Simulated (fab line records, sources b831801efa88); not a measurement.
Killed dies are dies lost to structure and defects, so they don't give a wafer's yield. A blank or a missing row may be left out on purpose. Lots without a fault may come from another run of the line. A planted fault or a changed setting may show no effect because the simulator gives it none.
fab line records | flow sfq_line
record lots=14 wafers=42 last_day=97
route steps=325 shown I5@228 M6@261 I6@277
lots that met no fault: from a run of the same line without faults
start_h: hours from the record's first day to the start of the lot's first wafer shown | wait_h: hours since the lot's step before | " the same as in the row above | L1.1+2: a row that stands for several wafers | - no value, or no start given | * or withheld: withheld | < > ~ a bound
route shown NAME@n: a module of which the file shows steps, and the number in the route of the first | usual: mean/standard deviation of fault-free wafers | same: alike in all rows | chamber/n: place in a boat | sites: the reading at each site | _std_site: their standard deviation | _edge_site: outer sites' mean less inner sites' | radius_mm: how far each site lies from the wafer's centre | mask NAME#n: copy n | behind: the tool/chamber that last shaped the wafer | hold: why the lot was held/for how many hours/how that ended | device: the transistor (n, p or np) that didn't switch | end of line: the same wafers' tests at the end of the route | a step without rows: its recipe alone | killed: dies lost to structure and defects at the first sort, not the wafer's yield | map: a wafer's dies, x killed, . not, _ none there
set.NAME: the setting as run; set.NAME@STEP: as run at that earlier step | model.NAME: the simulator's own value behind a step, which no gauge read
steps of the route over a sample of lots; a table a step, a row a wafer
services: from which hour (start_h, from the record's first day; less than 0 if before it) a tool's chamber was out of use, for how many hours, and why
## steps
# step SFQ_TRILAYER_A5C_DEP_PECVD_142
# recipe material=SiO2 temp_c=150 time_s=15.556 pressure_torr=2.4 rf_w=183.3 precursor=SiH4/N2O target_thk_nm=70
# usual chamber_pressure_Torr=2.400/0.0049 heater_power_w=74/11 throttle_valve_pct=25.5/2
# columns lot.wafer tool chamber start_h wait_h chamber_pressure_Torr heater_power_w throttle_valve_pct
L807.1 pecvd-03 0 1803.37 0.0 2.414 78 22.6
L807.2 " 1 " " 2.395 75 24.4
L807.5 " 0 " " 2.397 77 22.8
L808.1 pecvd-01 0 1805.28 0.0 2.403 67 28.2
L808.5 " 2 " " 2.397 62 27.7
L808.6 " 0 " " 2.400 67 28.3
L810.3 pecvd-04 0 1814.10 0.0 2.398 102 23.5
L810.4 " 0 " " 2.396 99 23.3
L810.6 " 1 " " 2.400 81 24.1
L813.3 pecvd-03 1 1857.02 0.0 2.400 74 24.9
L813.4 " 2 " " 2.405 59 28.4
L813.6 " 1 " " 2.408 75 25.1
L814.3 pecvd-04 2 1860.45 0.0 2.401 73 24.5
L814.4 " 2 " " 2.398 75 24.3
L814.5 " 1 " " 2.401 78 23.8
L817.3 pecvd-03 0 1890.45 0.0 2.409 81 22.8
L817.4 " 2 " " 2.399 61 28.7
L817.5 " 0 " " 2.401 82 22.6
L820.1 pecvd-04 2 1920.45 0.0 2.403 70 24.7
L820.3 " 0 " " 2.403 98 23.6
L820.6 " 2 " " 2.403 71 24.8
L821.2 pecvd-01 0 1922.85 0.0 2.399 66 28.1
L821.3 " 2 " " 2.399 68 27.6
L821.4 " 0 " " 2.396 68 28.3
L822.3 pecvd-03 0 1926.45 0.0 2.391 81 23.0
L822.5 " 1 " " 2.396 68 25.1
L822.6 " 0 " " 2.394 82 22.8
L824.1 pecvd-01 1 1928.85 0.0 2.399 81 25.0
L824.3 " 2 " " 2.398 63 27.6
L824.4 " 2 " " 2.408 61 27.5
L826.3 pecvd-04 1 1934.85 0.0 2.398 91 24.1
L826.4 " 0 " " 2.401 93 23.6
L826.5 " 1 " " 2.395 89 24.3
L827.2 pecvd-03 1 1936.05 0.0 2.404 75 25.5
L827.3 " 2 " " 2.399 62 28.9
L827.4 " 0 " " 2.407 79 23.2
L828.1 pecvd-01 1 1937.25 0.0 2.397 80 25.1
L828.5 " 1 " " 2.401 80 25.5
L828.6 " 2 " " 2.407 59 27.7
L829.1 pecvd-03 0 1939.66 0.0 2.404 81 22.8
L829.4 " 2 " " 2.400 56 28.9
L829.6 " 1 " " 2.407 66 25.2
# step SFQ_M6_OVL_MEAS_940
# usual M6_OVL=2/5
# columns lot.wafer tool chamber start_h wait_h M6_OVL[nm]
L807.1 overlay-02 - 1839.96 0.1 3
L807.2 " - " " 2
L807.5 " - " " 8
L808.1 overlay-02 - 1842.36 0.1 3
L808.5 " - " " 6
L808.6 " - " " 2
L810.3 overlay-02 - 1844.77 0.1 5
L810.4 " - " " 7
L810.6 " - " " 6
L813.3 overlay-01 - 1866.33 0.1 8
L813.4 " - " " 9
L813.6 " - " " 10
L814.3 overlay-02 - 1872.33 0.1 -6
L814.4 " - " " 7
L814.5 " - " " 0
L817.3 overlay-02 - 1901.37 0.1 2
L817.4 " - " " 7
L817.5 " - " " -8
L820.1 overlay-01 - 1934.72 0.1 2
L820.3 " - " " 1
L820.6 " - " " 6
L821.2 overlay-01 - 1937.13 0.1 6
L821.3 " - " " 0
L821.4 " - " " 6
L822.3 overlay-01 - 1947.93 0.1 -1
L822.5 " - " " -1
L822.6 " - " " 0
L824.1 overlay-01 - 1964.68 0.1 -6
L824.3 " - " " 2
L824.4 " - " " -2
L826.3 overlay-01 - 2012.44 0.1 -1
L826.4 " - " " 5
L826.5 " - " " 4
L827.2 overlay-02 - 2046.29 0.1 -3
L827.3 " - " " -5
L827.4 " - " " 1
L828.1 overlay-02 - 2047.44 0.1 -2
L828.5 " - " " 3
L828.6 " - " " -2
L829.1 overlay-02 - 2049.84 0.1 5
L829.4 " - " " 10
L829.6 " - " " 4
# step SFQ_TRILAYER_M6_ETCH_METAL_ETCH_162
# recipe target=Nb stop_on=SiO2 mask_material=PR chemistry=Cl2/Ar target_depth_nm=240 icp_w=600 bias_w=80 pressure_mtorr=10 time_s=120
# usual bias_w=79.96/0.24 chamber_pressure_mTorr=9.999/0.01 drypump_motor_current_A=5.7/0.45 oes_product_au=0.895/0.0065 run_length_s=148.5/0.75
# columns lot.wafer tool chamber start_h wait_h bias_w chamber_pressure_mTorr drypump_motor_current_A oes_product_au rf_hours_counter_h run_length_s
L807.1 rie_metal-02 1 1840.05 0.0 79.71 9.991 6.3 0.893 84 148.3
L807.2 " 0 " " 80.03 9.982 6.1 0.882 116 149.1
L807.5 " 1 " " 79.83 10.017 6.3 0.883 - 148.1
L808.1 rie_metal-03 0 1842.45 0.0 79.86 9.997 5.5 0.895 34 148.0
L808.5 " 1 " " 80.25 9.998 4.9 0.897 - 148.2
L808.6 " 0 " " 79.88 9.996 5.6 0.891 - 148.3
L810.3 rie_metal-01 0 1844.90 0.1 80.05 9.989 5.9 0.884 - 149.4
L810.4 " 1 " " 80.26 10.014 5.4 0.899 - 148.2
L810.6 " 1 " " 79.99 9.998 5.4 0.887 - 148.7
L813.3 rie_metal-02 0 1866.46 0.1 80.06 9.995 6.0 0.898 - 148.7
L813.4 " 1 " " 79.81 9.991 6.3 0.899 - 147.7
L813.6 " 0 " " 80.16 9.991 6.0 0.899 - 148.7
L814.3 rie_metal-01 0 1872.46 0.1 79.86 10.013 5.9 0.898 - 148.4
L814.4 " 1 " " 79.75 9.995 5.4 0.895 - 148.0
L814.5 " 0 " " 80.21 9.991 5.8 0.894 - 148.9
L817.3 rie_metal-01 0 1901.50 0.1 79.97 10.009 5.9 0.897 - 149.1
L817.4 " 1 " " 80.37 10.011 5.4 0.878 - 148.5
L817.5 " 0 " " 80.00 9.992 5.9 0.898 - 148.7
L820.1 rie_metal-01 1 1934.82 0.0 80.02 10.001 5.4 0.779 99 182.9
L820.3 " 1 " " 80.06 9.999 5.4 0.778 - 182.9
L820.6 " 1 " " 80.01 9.997 5.3 0.777 - 182.9
L821.2 rie_metal-01 1 1937.22 0.0 80.23 9.993 5.4 0.780 99 182.6
L821.3 " 0 " " 79.67 9.993 5.9 0.886 - 148.7
L821.4 " 1 " " 80.01 10.015 5.4 0.777 - 182.7
L822.3 rie_metal-03 0 1948.06 0.1 79.88 9.987 5.5 0.896 - 148.0
L822.5 " 1 " " 80.22 9.999 4.9 0.902 - 148.2
L822.6 " 0 " " 79.70 9.981 5.5 0.900 - 148.6
L824.1 rie_metal-03 0 1964.77 0.0 79.75 10.002 5.6 0.895 55 148.2
L824.3 " 0 " " 80.13 9.999 5.5 0.890 - 148.2
L824.4 " 1 " " 79.90 10.004 4.8 0.896 - 148.0
L826.3 rie_metal-01 0 2012.56 0.1 79.74 10.001 5.9 0.896 - 149.3
L826.4 " 1 " " 80.03 9.983 5.4 0.894 - 147.9
L826.5 " 1 " " 79.80 10.010 5.4 0.891 - 148.5
L827.2 rie_metal-01 1 2046.40 0.1 80.19 10.002 5.4 0.894 113 151.2
L827.3 " 0 " " 79.68 10.011 5.9 0.895 - 151.8
L827.4 " 1 " " 80.04 9.991 5.3 0.903 - 151.1
L828.1 rie_metal-03 1 2047.53 0.0 80.17 9.985 4.8 0.900 127 148.1
L828.5 " 0 " " 80.20 10.013 5.6 0.899 - 148.2
L828.6 " 1 " " 80.13 9.990 4.8 0.894 - 148.3
L829.1 rie_metal-03 1 2049.93 0.0 79.77 9.990 4.8 0.901 127 148.3
L829.4 " 0 " " 79.66 10.009 5.5 0.885 - 148.0
L829.6 " 1 " " 80.09 9.985 4.8 0.911 - 148.4
# step SFQ_TRILAYER_I6_VIA_BARC_OPEN_VIA_ETCH_235
# recipe mask_material=PR chemistry=O2 target_depth_nm=125 target=BARC source_w=500 bias_w=80 pressure_mtorr=30 time_s=41.7
# usual bias_w=80.02/0.26 chamber_pressure_mTorr=30.004/0.029 drypump_motor_current_A=5.7/0.62 oes_product_au=0.685/0.0047 run_length_s=69.9/0.55
# columns lot.wafer tool chamber start_h wait_h bias_w chamber_pressure_mTorr drypump_motor_current_A oes_product_au rf_hours_counter_h run_length_s
L807.1 rie_diel-03 3 1854.39 0.0 79.86 30.046 4.8 0.694 2 69.4
L807.2 " 1 " " 80.03 30.023 6.3 0.689 12 69.4
L807.5 " 2 " " 79.96 29.975 6.4 0.689 - 70.9
L808.1 rie_diel-04 3 1856.33 0.0 80.22 30.028 4.7 0.693 14 70.3
L808.5 " 0 " " 79.94 29.988 5.7 0.685 - 69.5
L808.6 " 1 " " 79.24 30.007 5.4 0.676 - 70.3
L810.3 rie_diel-04 3 1865.15 0.0 79.83 30.025 4.7 0.689 14 70.6
L810.4 " 1 " " 79.95 30.011 5.4 0.678 10 70.5
L810.6 " 0 " " 79.85 29.938 5.7 0.682 - 69.4
L813.3 rie_diel-04 0 1883.16 0.0 80.22 29.990 5.7 0.685 3 69.3
L813.4 " 1 " " 79.64 29.987 5.4 0.686 10 70.4
L813.6 " 1 " " 79.76 30.011 5.4 0.682 - 70.6
L814.3 rie_diel-03 1 1884.42 0.0 80.00 30.009 6.3 0.680 13 69.4
L814.4 " 0 " " 80.34 30.020 5.6 0.683 14 68.9
L814.5 " 2 " " 80.02 29.994 6.4 0.683 - 70.7
L817.3 rie_diel-02 0 1911.28 0.0 80.20 30.011 6.0 0.689 4 69.9
L817.4 " 1 " " 79.96 30.033 6.7 0.680 17 69.9
L817.5 " 3 " " 79.83 29.993 5.3 0.682 - 69.3
L820.1 rie_diel-02 0 1961.11 0.0 79.99 30.017 6.0 0.690 5 69.9
L820.3 " 2 " " 80.01 30.039 5.7 0.685 19 69.5
L820.6 " 1 " " 80.24 29.972 6.7 0.686 - 69.4
L821.2 rie_diel-03 1 1962.31 0.0 80.19 29.990 6.3 0.685 14 69.7
L821.3 " 0 " " 79.88 29.976 5.7 0.681 15 69.3
L821.4 " 2 " " 80.04 30.029 6.4 0.685 7 70.8
L822.3 rie_diel-04 1 1965.91 0.0 80.01 29.984 5.4 0.687 11 70.4
L822.5 " 3 " " 80.23 29.970 4.7 0.681 - 70.6
L822.6 " 0 " " 79.87 29.974 5.7 0.689 - 69.4
L824.1 rie_diel-03 1 1973.95 0.0 80.12 30.041 6.3 0.686 14 69.6
L824.3 " 3 " " 80.08 29.979 4.8 0.684 5 69.4
L824.4 " 2 " " 79.96 29.979 6.4 0.689 7 70.9
L826.3 rie_diel-03 1 2113.65 0.0 80.02 30.062 6.3 0.684 17 70.0
L826.4 " 3 " " 79.88 29.976 4.8 0.688 6 69.8
L826.5 " 3 " " 80.37 30.006 4.8 0.679 - 69.3
L827.2 rie_diel-04 3 2143.14 0.0 80.08 29.992 4.7 0.683 18 70.6
L827.3 " 2 " " 79.67 30.061 6.4 0.696 0 69.9
L827.4 " 1 " " 79.90 30.024 5.4 0.680 13 70.7
L828.1 rie_diel-03 2 2144.34 0.0 79.52 30.039 6.4 0.682 9 71.5
L828.5 " 2 " " 79.62 29.948 6.4 0.688 - 70.7
L828.6 " 3 " " 80.06 29.959 4.8 0.680 - 70.0
L829.1 rie_diel-04 1 2146.74 0.0 79.98 29.993 5.4 0.692 13 70.3
L829.4 " 2 " " 80.17 29.992 6.4 0.678 0 70.0
L829.6 " 2 " " 79.78 29.997 6.4 0.684 - 69.9
## services
# columns tool chamber start_h hours kind
pecvd-03 - 1784.94 1.2 repair
pecvd-03 - 1791.44 2.8 pm
rie_diel-04 0 1794.62 4.7 repair
pecvd-03 - 1807.17 0.8 repair
rie_diel-03 - 1919.97 1.2 repair
rie_diel-03 - 1922.02 2.8 pm
rie_diel-04 0 1923.44 4.9 repair
pecvd-03 - 1930.73 0.6 repair
pecvd-03 - 1956.10 2.1 repair
rie_diel-04 0 2002.75 2.1 repair
rie_metal-01 - 2006.24 2.8 pm
pecvd-03 2 2007.03 186.0 repair
rie_diel-03 3 2022.47 2.0 repair
pecvd-03 0 2032.15 2.3 repair
rie_metal-01 - 2032.17 2.1 repair
rie_diel-03 3 2035.00 7.6 repair
rie_diel-04 2 2044.14 3.6 repair
pecvd-03 - 2046.12 1.5 repair
rie_diel-03 3 2052.41 22.2 repair
rie_diel-03 2 2056.15 9.5 repair
rie_diel-04 - 2060.26 14.6 pm
rie_diel-03 - 2060.56 0.5 repair
rie_diel-04 1 2084.84 8.1 repair
rie_diel-03 3 2102.62 8.0 repair
## key
first_sign step=SFQ_TRILAYER_M6_ETCH_METAL_ETCH_162 reading=run_length_s direction=up sigmas=46 usual=* struck=*
effect step=SFQ_TRILAYER_M6_ETCH_METAL_ETCH_162 reading=oes_product_au direction=down sigmas=18 usual=0.895 struck=0.778
met_at SFQ_TRILAYER_M6_ETCH_METAL_ETCH_162
struck_lots L820,L821
struck_wafers L820.1,L820.3,L820.6,L821.2,L821.4
not_acting_at SFQ_TRILAYER_A5C_DEP_PECVD_142,SFQ_M6_OVL_MEAS_940,SFQ_TRILAYER_I6_VIA_BARC_OPEN_VIA_ETCH_235
onset_between 1901.50 1934.82
fault kind=process_parameter_drift tool=rie_metal-01 chamber=1 onset_h=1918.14 steps=SFQ_TRILAYER_M6_ETCH_METAL_ETCH_162 channel=time_s offset=* shape=step end_h=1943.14 acts_in=* stated=*
